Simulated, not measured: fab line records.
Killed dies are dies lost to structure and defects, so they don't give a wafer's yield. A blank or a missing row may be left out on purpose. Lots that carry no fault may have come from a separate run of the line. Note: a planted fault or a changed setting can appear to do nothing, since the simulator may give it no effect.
Which of the tools did it?	flow sky130	24 lots, 72 wafers sampled, at 6 steps of a route of 708

WHAT THE GAUGES SHOWED, per wafer
SKY_POLY_CUT_OVL_MEAS_09. Usual: POLY_CUT_OVL gives -2 nm (standard deviation 5.5).
lot	measured	on	POLY_CUT_OVL (nm)	flag
L074	day 24 04:07	overlay-02	-6 -1 -5	
L075	day 24 07:14	overlay-02	11 -1 6	
L076	day 24 20:48	overlay-02	-3 1 1	
L077	day 25 05:44	overlay-02	-2 0 4	
L078	day 25 08:07	overlay-02	-11 -5 -7	
L079	day 26 10:23	overlay-01	-9 -8 -12	
L080	day 26 18:58	overlay-02	3 0 2	
L081	day 27 00:49	overlay-02	-7 -2 -3	
L082	day 27 08:59	overlay-02	1 1 3	
L083	day 27 12:20	overlay-02	-5 -7 -1	
L084	day 28 05:51	overlay-01	-6 -11 -4	
L085	day 28 08:43	overlay-02	-7 -9 -6	
L086	day 28 19:02	overlay-01	-6 9 3	
L087	day 28 21:47	overlay-01	2 -3 3	
L088	day 29 07:47	overlay-01	0 -5 -2	
L089	day 29 15:41	overlay-01	-2 -2 5	
L090	day 29 22:38	overlay-01	3 -6 -7	
L091	day 30 08:05	overlay-01	3 -1 4	
L092	day 30 13:11	overlay-02	0 -4 -5	
L093	day 31 02:32	overlay-01	-6 -7 -5	
L094	day 31 10:26	overlay-01	2 -3 1	
L095	day 31 11:37	overlay-02	11 5 9	
L096	day 31 15:58	overlay-01	9 -1 4	
L097	day 32 04:38	overlay-02	4 6 5	

SKY_VIA4_BOW_MEAS_03. Usual: VIA4_BOW gives 80 um (standard deviation 7.5).
lot	measured	on	VIA4_BOW (um)	flag
L074	day 41 17:42	filmMetro-03	84 84 86	
L075	day 41 18:50	filmMetro-03	83 81 81	
L076	day 42 07:14	filmMetro-01	87 74 72	
L077	day 42 13:14	filmMetro-04	70 74 59	
L078	day 42 15:50	filmMetro-01	72 77 95	
L079	day 43 13:33	filmMetro-01	90 90 85	
L080	day 43 16:40	filmMetro-04	81 60 80	
L081	day 45 02:23	filmMetro-03	81 86 98	
L082	day 44 08:13	filmMetro-04	70 91 76	
L083	day 44 09:30	filmMetro-04	81 79 74	
L084	day 45 00:17	filmMetro-04	72 69 74	
L085	day 45 03:34	filmMetro-03	81 92 90	
L086	day 45 11:06	filmMetro-03	78 87 79	
L087	day 45 11:38	filmMetro-04	90 73 76	
L088	day 45 17:27	filmMetro-04	82 86 84	
L089	day 46 02:15	filmMetro-04	82 74 86	
L090	day 46 09:58	filmMetro-04	81 74 77	
L091	day 46 11:40	filmMetro-04	77 82 81	
L092	day 46 16:55	filmMetro-01	87 76 67	
L093	day 47 05:35	filmMetro-01	78 83 85	
L094	day 47 05:55	filmMetro-04	78 87 80	
L095	day 47 08:18	filmMetro-04	81 82 75	
L096	day 47 11:36	filmMetro-04	84 81 70	
L097	day 47 23:22	filmMetro-04	83 85 69	

WHICH TOOL RAN EACH LOT (tool, then ch and the chambers of the sampled wafers, then the start)
lot	SKY_METAL1_STRIP_20	SKY_VIA2_CMP_02	SKY_VIA2_CVD_21	SKY_VIA3_ETCH_15
L074	plasmaAsher-04 ch 1, day 32 17:09	cmp-02 ch 1,3, day 35 02:10	cvdW-01 ch 0,1, day 36 06:24	rieDiel-02 ch 0,2, day 39 14:13
L075	plasmaAsher-02 ch 0,1, day 32 19:38	cmp-01 ch 1,2, day 35 04:07	cvdW-01 ch 0,1, day 36 07:59	rieDiel-01 ch 0,2,3, day 39 14:34
L076	plasmaAsher-01 ch 0,1, day 33 07:44	cmp-01 ch 1,2,3, day 35 14:55	cvdW-02 ch 0,1, day 36 18:46	rieDiel-02 ch 0,3, day 40 05:22
L077	plasmaAsher-01 ch 0,1, day 33 16:50	cmp-02 ch 0,2,3, day 36 01:09	cvdW-01 ch 0,1, day 37 03:49	rieDiel-03 ch 0,1,3, day 40 09:53
L078	plasmaAsher-04 ch 0,1, day 33 18:08	cmp-01 ch 0,1,3, day 36 01:58	cvdW-02 ch 0,1, day 37 05:45	rieDiel-03 ch 0,1,3, day 40 12:02
L079	plasmaAsher-02 ch 0,1, day 34 18:26	cmp-01 ch 0,1,3, day 37 01:32	cvdW-02 ch 0, day 38 04:35	rieDiel-03 ch 0,1,3, day 41 10:22
L080	plasmaAsher-01 ch 0,1, day 35 00:39	cmp-01 ch 2,3, day 37 09:25	cvdW-02 ch 0,1, day 38 12:35	rieDiel-03 ch 0,1,2, day 41 16:11
L081	plasmaAsher-01 ch 0,1, day 36 12:38	cmp-01 ch 0,1,2, day 38 20:39	cvdW-01 ch 0,1, day 39 22:25	rieDiel-01 ch 0,1,3, day 43 02:31
L082	plasmaAsher-04 ch 0, day 35 13:47	cmp-01 ch 0,2, day 37 22:02	cvdW-02 ch 1, day 39 00:34	rieDiel-03 ch 0,2,3, day 42 06:44
L083	plasmaAsher-04 ch 0,1, day 35 20:02	cmp-01 ch 0,1,3, day 38 03:11	cvdW-01 ch 0, day 39 06:17	rieDiel-02 ch 0,1,3, day 42 09:38
L084	plasmaAsher-04 ch 0,1, day 36 11:57	cmp-02 ch 0,1,2, day 38 19:24	cvdW-01 ch 0,1, day 39 21:35	rieDiel-03 ch 1,2,3, day 43 00:07
L085	plasmaAsher-01 ch 0,1, day 36 13:29	cmp-02 ch 0,1,2, day 38 21:05	cvdW-02 ch 0,1, day 39 23:06	rieDiel-02 ch 0,1,2, day 43 03:02
L086	plasmaAsher-04 ch 0,1, day 36 23:26	cmp-02 ch 0,1,2, day 39 06:55	cvdW-01 ch 0,1, day 40 08:58	rieDiel-03 ch 0,1,3, day 43 10:46
L087	plasmaAsher-02 ch 0,1, day 36 23:47	cmp-01 ch 0,1, day 39 07:04	cvdW-01 ch 0,1, day 40 09:17	rieDiel-01 ch 0,2,3, day 43 11:07
L088	plasmaAsher-01 ch 0,1, day 37 10:01	cmp-02 ch 0,1,2, day 39 16:42	cvdW-01 ch 0,1, day 40 18:18	rieDiel-02 ch 0,2,3, day 43 19:37
L089	plasmaAsher-02 ch 0,1, day 37 19:06	cmp-01 ch 0,1,2, day 40 01:53	cvdW-02 ch 0, day 41 03:44	rieDiel-02 ch 0,2,3, day 44 04:10
L090	plasmaAsher-02 ch 0, day 38 00:50	cmp-01 ch 0,1,3, day 40 08:38	cvdW-02 ch 0,1, day 41 09:59	rieDiel-03 ch 2,3, day 44 10:41
L091	plasmaAsher-04 ch 0,1, day 38 06:12	cmp-01 ch 0,2,3, day 40 10:41	cvdW-02 ch 0,1, day 41 11:53	rieDiel-03 ch 2,3, day 44 12:47
L092	plasmaAsher-04 ch 0,1, day 38 14:49	cmp-02 ch 0,2,3, day 40 19:16	cvdW-02 ch 0,1, day 41 20:37	rieDiel-02 ch 0,1,3, day 44 20:16
L093	plasmaAsher-04 ch 0,1, day 39 02:30	cmp-02 ch 0,1, day 41 09:26	cvdW-02 ch 0,1, day 42 10:26	rieDiel-01 ch 1,2,3, day 45 08:22
L094	plasmaAsher-02 ch 0,1, day 39 06:26	cmp-02 ch 0,3, day 41 10:40	cvdW-01 ch 0,1, day 42 12:03	rieDiel-03 ch 0,3, day 45 09:37
L095	plasmaAsher-01 ch 1, day 39 08:03	cmp-01 ch 0,1, day 41 12:32	cvdW-01 ch 0,1, day 42 13:38	rieDiel-01 ch 0,1, day 45 11:56
L096	plasmaAsher-04 ch 0,1, day 39 13:11	cmp-02 ch 0,1, day 41 18:02	cvdW-02 ch 0,1, day 42 18:16	rieDiel-01 ch 0,3, day 45 15:05
L097	plasmaAsher-01 ch 0,1, day 40 01:57	cmp-02 ch 0,1,2, day 42 05:56	cvdW-01 ch 0,1, day 43 06:32	rieDiel-02 ch 1,2, day 46 03:47
- SKY_METAL1_STRIP_20: strips in O2/N2.
- SKY_VIA2_CMP_02: polishes SiO2.
- SKY_VIA2_CVD_21: deposits W, target thk 420 nm, time 126.4 s.
- SKY_VIA3_ETCH_15: etches SiO2 in C4F8/O2/Ar, stops on TiN, target depth 507 nm, time 78 s.

AS READ BY THE TOOLS THEMSELVES (means over the sampled wafers that have a number; for cases with no such wafer, the mark the record gives instead)
SKY_METAL1_STRIP_20. Usual: drypumpMotorCurrentA 6.0 A, standard deviation 0.48; oesProductAu 0.343 a.u., standard deviation 0.0048; stripTimeToEndpointS 2.700 s, standard deviation 0.029.
lot	tool	drypumpMotorCurrentA (A)	oesProductAu (a.u.)	stripTimeToEndpointS (s)	flag
L074	plasmaAsher-04	6.0	0.342	2.705	
L075	plasmaAsher-02	6.5	0.350	2.738	
L076	plasmaAsher-01	6.2	0.344	2.710	
L077	plasmaAsher-01	6.2	0.340	2.712	
L078	plasmaAsher-04	5.9	0.342	2.719	
L079	plasmaAsher-02	6.5	0.342	2.699	
L080	plasmaAsher-01	6.2	0.339	2.716	
L081	plasmaAsher-01	6.2	0.341	2.704	
L082	plasmaAsher-04	5.6	0.343	2.653	
L083	plasmaAsher-04	5.9	0.347	2.713	
L084	plasmaAsher-04	5.7	0.343	2.731	
L085	plasmaAsher-01	6.2	0.343	2.679	
L086	plasmaAsher-04	5.9	0.341	2.697	
L087	plasmaAsher-02	6.5	0.345	2.684	
L088	plasmaAsher-01	6.2	0.338	2.705	
L089	plasmaAsher-02	6.5	0.344	2.714	
L090	plasmaAsher-02	6.6	0.347	2.731	
L091	plasmaAsher-04	5.7	0.345	2.714	
L092	plasmaAsher-04	5.9	0.343	2.692	
L093	plasmaAsher-04	5.7	0.346	2.707	
L094	plasmaAsher-02	6.5	0.343	2.710	
L095	plasmaAsher-01	6.6	0.337	2.671	
L096	plasmaAsher-04	5.9	0.346	2.727	
L097	plasmaAsher-01	6.2	0.343	2.692	

SKY_VIA2_CMP_02. Usual: motorCurrentA 11.9 A, standard deviation 1.5; retainingRingPressureFrac 1.000, standard deviation 0.005; slurryFilterDpKPa 13.47 kPa, standard deviation 0.14.
lot	tool	motorCurrentA (A)	retainingRingPressureFrac	slurryFilterDpKPa (kPa)	flag
L074	cmp-02	10.9	1.005	13.55	
L075	cmp-01	12.0	1.000	13.57	
L076	cmp-01	12.2	1.000	13.44	
L077	cmp-02	11.0	1.001	13.52	
L078	cmp-01	11.5	1.002	13.62	
L079	cmp-01	11.1	0.995	13.60	
L080	cmp-01	13.0	0.998	13.50	
L081	cmp-01	12.0	1.001	13.38	
L082	cmp-01	12.1	1.002	13.47	
L083	cmp-01	11.4	1.000	13.60	
L084	cmp-02	12.0	1.001	13.36	
L085	cmp-02	12.2	1.002	13.51	
L086	cmp-02	11.7	0.998	13.49	
L087	cmp-01	11.3	0.997	13.41	
L088	cmp-02	11.9	1.001	13.44	
L089	cmp-01	12.1	1.003	13.44	
L090	cmp-01	11.7	0.998	13.49	
L091	cmp-01	12.8	1.003	13.40	
L092	cmp-02	11.0	0.997	13.46	
L093	cmp-02	12.7	1.002	13.44	
L094	cmp-02	10.7	1.000	13.49	
L095	cmp-01	11.2	1.002	13.34	
L096	cmp-02	13.4	0.995	13.60	
L097	cmp-02	11.8	1.003	13.34	

SKY_VIA2_CVD_21. Usual: heaterPowerW 955 W, standard deviation 95; susceptorTempC 399.99 C, standard deviation 0.24.
lot	tool	heaterPowerW (W)	susceptorTempC (C)	flag
L074	cvdW-01	888	400.25	
L075	cvdW-01	858	399.96	
L076	cvdW-02	1009	399.92	
L077	cvdW-01	849	399.80	
L078	cvdW-02	1032	400.24	
L079	cvdW-02	964	400.01	
L080	cvdW-02	1028	399.71	
L081	cvdW-01	920	399.93	
L082	cvdW-02	1062	399.76	
L083	cvdW-01	800	400.05	
L084	cvdW-01	919	400.00	
L085	cvdW-02	1006	400.25	
L086	cvdW-01	858	400.08	
L087	cvdW-01	931	399.72	
L088	cvdW-01	872	400.17	
L089	cvdW-02	973	400.06	
L090	cvdW-02	1012	399.84	
L091	cvdW-02	1036	399.89	
L092	cvdW-02	1039	399.84	
L093	cvdW-02	1029	399.94	
L094	cvdW-01	929	399.99	
L095	cvdW-01	937	400.25	
L096	cvdW-02	1033	400.34	
L097	cvdW-01	877	399.81	

SKY_VIA3_ETCH_15. Usual: oesProductAu 0.946 a.u., standard deviation 0.0047; rfFwdPowerW 1489 W, standard deviation 5.7.
lot	tool	oesProductAu (a.u.)	rfFwdPowerW (W)	flag
L074	rieDiel-02	0.950	1492	
L075	rieDiel-01	0.938	1488	
L076	rieDiel-02	0.942	1493	
L077	rieDiel-03	0.949	1486	
L078	rieDiel-03	0.943	1490	
L079	rieDiel-03	0.945	1490	
L080	rieDiel-03	0.949	1493	
L081	rieDiel-01	0.944	1488	
L082	rieDiel-03	0.948	1491	
L083	rieDiel-02	0.944	1484	
L084	rieDiel-03	0.945	1486	
L085	rieDiel-02	0.948	1490	
L086	rieDiel-03	0.944	1492	
L087	rieDiel-01	0.942	1486	
L088	rieDiel-02	0.950	1491	
L089	rieDiel-02	0.947	1491	
L090	rieDiel-03	0.947	1482	
L091	rieDiel-03	0.949	1489	
L092	rieDiel-02	0.943	1489	
L093	rieDiel-01	0.946	1492	
L094	rieDiel-03	0.948	1490	
L095	rieDiel-01	0.943	1485	
L096	rieDiel-01	0.945	1488	
L097	rieDiel-02	0.942	1493	

THE ANSWER, worked out from the rows above alone
Rule: take the mean of a lot's wafers that have a number; if it is more than 3 standard deviations from the usual mean, the lot is off. Also off: a lot with no number at a reading for which 4 or more lots have one. Where the step has rows for the other lots, those lots are counted as sound. First the gauges in route order, then the tools' own readings, where a lot's mean is used as printed above. The first step at which some lot is off is used, and at that step the reading that is off furthest; a lot without a number counts as furthest.
No lot is off at any reading shown: from this, nothing can be told.

WHAT THE SIMULATOR HAD INSERTED
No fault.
